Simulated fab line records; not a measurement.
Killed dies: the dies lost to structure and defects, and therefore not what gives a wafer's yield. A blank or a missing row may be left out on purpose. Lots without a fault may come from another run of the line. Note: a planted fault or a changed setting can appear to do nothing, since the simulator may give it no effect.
fab line records	flow sky130
record: lots: 11	wafers: 33	last_day: 50
route steps=708 shown VIA3@589 METAL4@598 VIA4@651 PAD_OPEN@708
lots that met no fault: from a run of the same line without faults
start_h: the number of hours between the record's first day and the start of the first shown wafer of the lot	wait_h: hours from the lot's prior step to this one	" unchanged from the row above	L1.1+2: a row that stands for several wafers	- either no value or no given start	* or withheld: withheld	< > ~ a bound
route shown NAME@n: NAME is a module with steps in the file, n the number in the route of the first one	usual: mean and standard deviation over wafers with no fault	same: alike in all rows	chamber/n: place in a boat	sites: each site's reading	_std_site: their standard deviation	_edge_site: the outer-site mean with the inner-site mean subtracted	radius_mm: how far each site lies from the wafer's centre	mask NAME#n: copy n	behind: tool/chamber where the wafer was last shaped	hold: cause of the lot's hold/its duration in hours/its outcome	device: names the non-switching transistor (n, p or np)	end of line: tests of these same wafers at the route's end	step lacking rows: just its recipe	killed: dies that structure and defects cost at the first sort, which is not the same as the wafer's yield	map: shows each die of a wafer: x if killed, . if not, _ if none is there
set.NAME: setting as actually run; set.NAME@STEP: the setting as run at that earlier step	model.NAME: the simulator's own value behind a step, which no gauge read
the route's steps for a sample of lots (tables are steps, rows are wafers)
services: when a tool's chamber went out of use (start_h, in hours from the record's first day, below 0 if earlier), for how many hours, and the reason
== steps ==
step: SKY_VIA3_STRIP_16
recipe: chemistry: O2/N2	power_w: 1400	pressure_mtorr: 1500	platen_temp_c: withheld	o2_flow_sccm: 3000	n2_flow_sccm: 300	overash_fraction: 0.5
usual: drypump_motor_current_A: 5.7/0.34	o2_flow_sccm: 3000/9.3	oes_product_au: 0.402/0.0042	strip_time_to_endpoint_s: 4.124/0.021
lot.wafer	tool	chamber	start_h	wait_h	drypump_motor_current_A	o2_flow_sccm	oes_product_au	rf_hours_counter_h	strip_time_to_endpoint_s
L658.2	plasma_asher-03	1	938.03	0.0	5.3	3021	0.401	114	4.144
L658.3	"	1	"	"	5.3	3010	0.408	-	4.175
L658.5	"	1	"	"	5.3	3009	0.399	-	4.148
L659.3	plasma_asher-01	1	939.63	0.1	5.9	3014	0.393	-	4.131
L659.4	"	0	"	"	5.7	3004	0.398	-	4.111
L659.6	"	1	"	"	5.9	3005	0.396	-	4.103
L660.1	plasma_asher-02	0	943.02	0.0	5.4	2992	0.401	72	4.105
L660.2	"	1	"	"	5.7	3000	0.408	72	4.095
L660.6	"	1	"	"	5.7	2984	0.404	-	4.130
L662.3	plasma_asher-02	0	962.95	0.1	5.4	3012	0.400	-	4.114
L662.4	"	1	"	"	5.6	3009	0.398	-	4.095
L662.5	"	1	"	"	5.6	3003	0.409	-	4.107
L663.2	plasma_asher-01	1	973.58	0.0	5.9	2997	0.400	60	4.125
L663.4	"	0	"	"	5.7	3010	0.399	-	4.122
L663.6	"	0	"	"	5.8	2993	0.403	-	4.110
L664.2	plasma_asher-02	0	981.22	0.0	5.4	3015	0.404	75	4.129
L664.3	"	1	"	"	5.7	2988	0.403	-	4.121
L664.4	"	0	"	"	5.4	2995	0.401	-	4.150
L668.1	plasma_asher-02	0	1007.57	0.0	5.4	3013	0.406	78	4.106
L668.2	"	1	"	"	5.7	3005	0.407	78	4.119
L668.4	"	1	"	"	5.7	2998	0.399	-	4.132
L669.2	plasma_asher-03	0	1015.47	0.0	6.4	2980	0.390	122	4.102
L669.3	"	1	"	"	5.3	3006	0.397	-	4.141
L669.6	"	1	"	"	5.3	3012	0.401	-	4.099
L670.1	plasma_asher-02	0	1021.03	0.0	5.4	3012	0.399	80	4.149
L670.3	"	0	"	"	5.4	3010	0.404	-	4.121
L670.6	"	1	"	"	5.7	3002	0.403	-	4.139
L675.1	plasma_asher-01	0	1052.45	0.0	5.7	3020	0.406	68	4.116
L675.4	"	1	"	"	5.9	2997	0.397	-	4.098
L675.5	"	1	"	"	5.9	2995	0.401	-	4.140
L679.1	plasma_asher-01	1	1069.18	0.0	6.0	3011	0.395	70	4.094
L679.4	"	1	"	"	5.9	2997	0.403	-	4.130
L679.6	"	1	"	"	5.9	2994	0.411	-	4.097
step: SKY_METAL4_SPUTTER_00
recipe: material: Ti	target_thk_nm: 15	power_w: 3000	time_s: 10	chamber_pressure_pa: 0.4
usual: chamber_pressure_pa: 0.4000/0.00075	throttle_valve_pct: 30.3/0.85
lot.wafer	tool	chamber	start_h	wait_h	chamber_pressure_pa	throttle_valve_pct
L658.2	pvd_sputter-03	-	939.38	0.2	0.3987	29.4
L658.3	"	-	"	"	0.4001	30.9
L658.5	"	-	"	"	0.3991	29.7
L659.3	pvd_sputter-04	-	940.85	0.2	0.3998	30.8
L659.4	"	-	"	"	0.4003	31.2
L659.6	"	-	"	"	0.4010	30.8
L660.1	pvd_sputter-02	-	944.33	0.2	0.4007	27.8
L660.2	"	-	"	"	0.4010	29.3
L660.6	"	-	"	"	0.4000	29.3
L662.3	pvd_sputter-03	-	964.42	0.1	0.3997	31.7
L662.4	"	-	"	"	0.3986	30.7
L662.5	"	-	"	"	0.3992	30.8
L663.2	pvd_sputter-04	-	975.39	0.2	0.3994	30.8
L663.4	"	-	"	"	0.4002	30.4
L663.6	"	-	"	"	0.3999	30.9
L664.2	pvd_sputter-04	-	982.91	0.1	0.3987	30.9
L664.3	"	-	"	"	0.4006	31.0
L664.4	"	-	"	"	0.3991	30.4
L668.1	pvd_sputter-03	-	1008.82	0.1	0.4008	30.6
L668.2	"	-	"	"	0.4011	29.9
L668.4	"	-	"	"	0.3995	29.7
L669.2	pvd_sputter-03	-	1016.75	0.1	0.3994	29.4
L669.3	"	-	"	"	0.4004	29.8
L669.6	"	-	"	"	0.4008	30.6
L670.1	pvd_sputter-03	-	1022.37	0.1	0.3990	29.6
L670.3	"	-	"	"	0.4004	29.5
L670.6	"	-	"	"	0.3991	30.8
L675.1	pvd_sputter-02	-	1054.11	0.1	0.4004	27.8
L675.4	"	-	"	"	0.3998	29.3
L675.5	"	-	"	"	0.3995	30.3
L679.1	pvd_sputter-04	-	1070.53	0.1	0.4004	30.2
L679.4	"	-	"	"	0.3986	31.1
L679.6	"	-	"	"	0.4003	31.0
step: SKY_METAL4_COAT_08
recipe: resist: KrF-thick	spin_rpm: 3000	resist_thk_nm: 1140
lot.wafer	tool	chamber	start_h	wait_h
L658.2+3+5	litho_track-01	0	976	-
L659.3+4+6	litho_track-03	0	978	-
L660.1+2+6	litho_track-04	0	981	-
L662.3+4+5	litho_track-01	0	1000	-
L663.2+4+6	litho_track-03	0	1011	-
L664.2+3+4	litho_track-03	0	1018	-
L668.1+2+4	litho_track-03	0	1043	-
L669.2+3+6	litho_track-03	0	1050	-
L670.1+3+6	litho_track-04	0	1056	-
L675.1+4+5	litho_track-01	0	1086	-
L679.1+4+6	litho_track-01	0	1102	-
step: SKY_METAL4_STRIP_19
recipe: chemistry: O2/N2	power_w: 1400	pressure_mtorr: 1500	platen_temp_c: withheld	o2_flow_sccm: 3000	n2_flow_sccm: 300	overash_fraction: 0.5
usual: drypump_motor_current_A: 6.1/0.46	o2_flow_sccm: 3001/9.4	oes_product_au: 0.505/0.0054	strip_time_to_endpoint_s: 6.59/0.058
lot.wafer	tool	chamber	start_h	wait_h	drypump_motor_current_A	o2_flow_sccm	oes_product_au	rf_hours_counter_h	strip_time_to_endpoint_s
L658.2	plasma_asher-01	0	989.35	0.2	5.8	2993	0.511	61	6.60
L658.3	"	1	"	"	6.0	3010	0.504	-	6.60
L658.5	"	1	"	"	6.0	3011	0.503	-	6.63
L659.3	plasma_asher-03	0	990.52	0.1	6.4	3010	0.510	-	6.58
L659.4	"	1	"	"	5.3	3002	0.501	-	6.56
L659.6	"	0	"	"	6.5	2992	0.500	-	6.63
L660.1	plasma_asher-01	1	993.40	0.1	5.9	3007	0.513	62	6.72
L660.2	"	0	"	"	5.8	2992	0.502	62	6.64
L660.6	"	0	"	"	5.7	3000	0.507	-	6.70
L662.3	plasma_asher-03	1	1012.86	0.1	5.3	3002	0.515	-	6.61
L662.4	"	0	"	"	6.4	2984	0.511	-	6.58
L662.5	"	1	"	"	5.3	3003	0.508	-	6.60
L663.2	plasma_asher-03	0	1023.08	0.1	6.4	2999	0.511	123	6.68
L663.4	"	0	"	"	6.4	2987	0.516	-	6.68
L663.6	"	0	"	"	6.4	2991	0.513	-	6.62
L664.2	plasma_asher-04	0	1030.53	0.1	6.4	2990	0.501	24	6.54
L664.3	"	1	"	"	6.5	3006	0.504	-	6.65
L664.4	"	0	"	"	6.4	2995	0.498	-	6.62
L668.1	plasma_asher-04	0	1054.86	0.1	6.4	2999	0.516	27	6.85
L668.2	"	1	"	"	6.5	2995	0.516	27	6.91
L668.4	"	1	"	"	6.5	2995	0.509	-	6.86
L669.2	plasma_asher-04	1	1062.01	0.1	6.5	3002	0.508	27	6.73
L669.3	"	0	"	"	6.4	3015	0.519	-	6.81
L669.6	"	0	"	"	6.4	3012	0.519	-	6.82
L670.1	plasma_asher-01	0	1067.66	0.1	5.7	3006	0.501	70	6.50
L670.3	"	0	"	"	5.8	3010	0.507	-	6.58
L670.6	"	0	"	"	5.8	3016	0.509	-	6.52
L675.1	plasma_asher-03	1	1096.86	0.1	5.3	2991	0.506	3	6.59
L675.4	"	1	"	"	5.3	2989	0.508	-	6.52
L675.5	"	0	"	"	6.4	3009	0.510	-	6.61
L679.1	plasma_asher-03	1	1112.99	0.1	5.3	2999	0.502	5	6.55
L679.4	"	1	"	"	5.3	2989	0.496	-	6.57
L679.6	"	0	"	"	6.4	2990	0.491	-	6.47
step: SKY_VIA4_ETCH_12
recipe: target: SiO2	chemistry: C4F8/O2/Ar	stop_on: TiN	mask_material: NOVOLAK	source_w: 1500	bias_w: 1233	pressure_mtorr: 40	c4f8_flow_sccm: withheld	O2_flow_sccm: 6	Ar_flow_sccm: 300	time_s: withheld	target_depth_a: 5800
usual: oes_product_au: 0.925/0.0044
lot.wafer	tool	chamber	start_h	wait_h	oes_product_au
L658.2	rie_diel-02	2	1013.58	0.0	0.925
L658.3	"	3	"	"	0.927
L658.5	"	3	"	"	0.927
L659.3	rie_diel-04	3	1014.24	0.0	0.928
L659.4	"	1	"	"	0.923
L659.6	"	0	"	"	0.925
L660.1	rie_diel-02	2	1017.14	0.0	0.926
L660.2	"	3	"	"	0.915
L660.6	"	2	"	"	0.930
L662.3	rie_diel-04	1	1036.38	0.0	0.926
L662.4	"	2	"	"	0.927
L662.5	"	3	"	"	0.920
L663.2	rie_diel-04	1	1046.74	0.0	0.925
L663.4	"	0	"	"	0.927
L663.6	"	1	"	"	0.928
L664.2	rie_diel-04	0	1053.14	0.0	0.926
L664.3	"	1	"	"	0.929
L664.4	"	3	"	"	0.924
L668.1	rie_diel-04	3	1077.39	0.0	0.921
L668.2	"	2	"	"	0.920
L668.4	"	0	"	"	0.926
L669.2	rie_diel-01	0	1083.94	0.0	0.920
L669.3	"	3	"	"	0.920
L669.6	"	1	"	"	0.919
L670.1	rie_diel-01	1	1089.29	0.0	0.926
L670.3	"	3	"	"	0.930
L670.6	"	1	"	"	0.921
L675.1	rie_diel-04	2	1118.20	0.0	0.933
L675.4	"	3	"	"	0.921
L675.5	"	3	"	"	0.922
L679.1	rie_diel-04	1	1133.39	0.0	0.926
L679.4	"	3	"	"	0.924
L679.6	"	1	"	"	0.926
step: SKY_PAD_OPEN_PROBE_99
usual: defect_limited_yield: 82.6/1.9	killed_at_M0_to_M3: 43/6.5	killed_at_M4_up: 3.2/1.8	killed_at_contacts: 24/5	killed_at_front_end: 15/4.1	killed_at_other: 0.3/0.54	killed_dies: 85/9.3	killed_open: 47/7.2	killed_short: 39/5.9	sort_bin_3_pad_short: 0.9/0.4	sort_bin_5_function: 10.3/1.5	sort_bin_6_memory: 6.2/1.2	sort_n_pass: 407/9.3	sort_yield_pct: 82.6/1.9
same: gross_dies: 492	killed_at_back_side: 0	sort_bin_4_leakage[%]: 0	sort_bin_8_speed[%]: 0
lot.wafer	tool	chamber	start_h	wait_h	defect_limited_yield[%]	killed_at_M0_to_M3	killed_at_M4_up	killed_at_contacts	killed_at_front_end	killed_at_other	killed_dies	killed_open	killed_short	sort_bin_3_pad_short[%]	sort_bin_5_function[%]	sort_bin_6_memory[%]	sort_n_pass	sort_yield_pct[%]
L675.1	prober-02	-	1177.37	0.1	84.6	38	4	21	12	1	76	38	36	0.4	8.9	6.1	416	84.6
L675.4	prober-02	-	1177.52	0.2	81.3	49	2	19	22	0	92	51	40	0.6	10.4	7.7	400	81.3
L675.5	prober-02	-	1177.57	0.2	84.1	42	5	18	13	0	78	34	43	0.8	9.6	5.5	414	84.1
killed by level:class
L675.1 VIA1:geometric_particle:open=9 LOCAL_INTERCONNECT:geometric_particle:short=6 CONTACT:geometric_particle:open=6 VIA2:geometric_particle:open=6 METAL1:geometric_particle:short=5 VIA3:geometric_particle:open=5 METAL4:geometric_particle:short=4 VIA2:geometric_particle:short=4
L675.4 VIA1:geometric_particle:open=11 METAL1:geometric_particle:short=10 CONTACT:geometric_particle:open=8 LI_CONTACT:geometric_particle:open=7 FIELD_ISO:geometric_particle:short=5 FIELD_ISO:geometric_particle:open=4 METAL3:geometric_particle:short=4 VIA2:geometric_particle:open=4
L675.5 VIA1:geometric_particle:open=7 METAL1:geometric_particle:short=6 VIA2:geometric_particle:open=6 CONTACT:geometric_particle:open=5 METAL3:geometric_particle:short=5 METAL2:geometric_particle:short=4 LOCAL_INTERCONNECT:geometric_particle:short=4 CONTACT:geometric_particle:short=4
== services ==
tool	chamber	start_h	hours	kind
plasma_asher-04	-	920.69	20.8	repair
rie_diel-01	3	924.05	4.1	repair
pvd_sputter-02	-	929.54	5.4	repair
rie_diel-04	1	936.15	7.9	repair
rie_diel-01	3	951.06	4.3	repair
plasma_asher-02	-	972.14	2.8	pm
rie_diel-01	3	972.41	4.2	repair
rie_diel-01	-	975.29	4.3	pm
rie_diel-02	3	986.46	13.8	repair
plasma_asher-04	-	995.83	14.6	pm
pvd_sputter-04	-	1001.93	8.5	repair
rie_diel-01	3	1010.58	3.6	repair
rie_diel-02	0	1011.24	6.9	repair
plasma_asher-04	-	1026.18	3.5	repair
rie_diel-04	0	1037.37	8.9	repair
plasma_asher-01	-	1040.34	2.0	repair
pvd_sputter-04	-	1049.64	4.0	repair
plasma_asher-03	-	1055.25	9.0	pm
plasma_asher-03	-	1069.22	2.8	pm
rie_diel-04	1	1076.72	3.4	repair
plasma_asher-02	-	1077.44	4.5	repair
plasma_asher-02	-	1097.54	0.3	repair
rie_diel-04	-	1100.29	2.8	pm
rie_diel-04	2	1104.58	9.8	repair
== key ==
first_sign: step: SKY_METAL4_STRIP_19	reading: strip_time_to_endpoint_s	direction: up	sigmas: 4	usual: *	struck: *
effect none on later readings
met_at SKY_METAL4_COAT_08
struck_lots L668,L669
not_acting_at SKY_VIA3_STRIP_16,SKY_METAL4_SPUTTER_00,SKY_VIA4_ETCH_12
onset_between 1018 1043
also_fits SKY_METAL4_STRIP_19:plasma_asher-04
fault: kind: process_parameter_drift	tool: litho_track-03	chamber: -	onset_h: 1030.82	steps: SKY_METAL4_COAT_08	channel: resist_thk_nm	offset: 17.053	shape: step	end_h: 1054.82	acts_in: these_recipes_only	stated: 1140
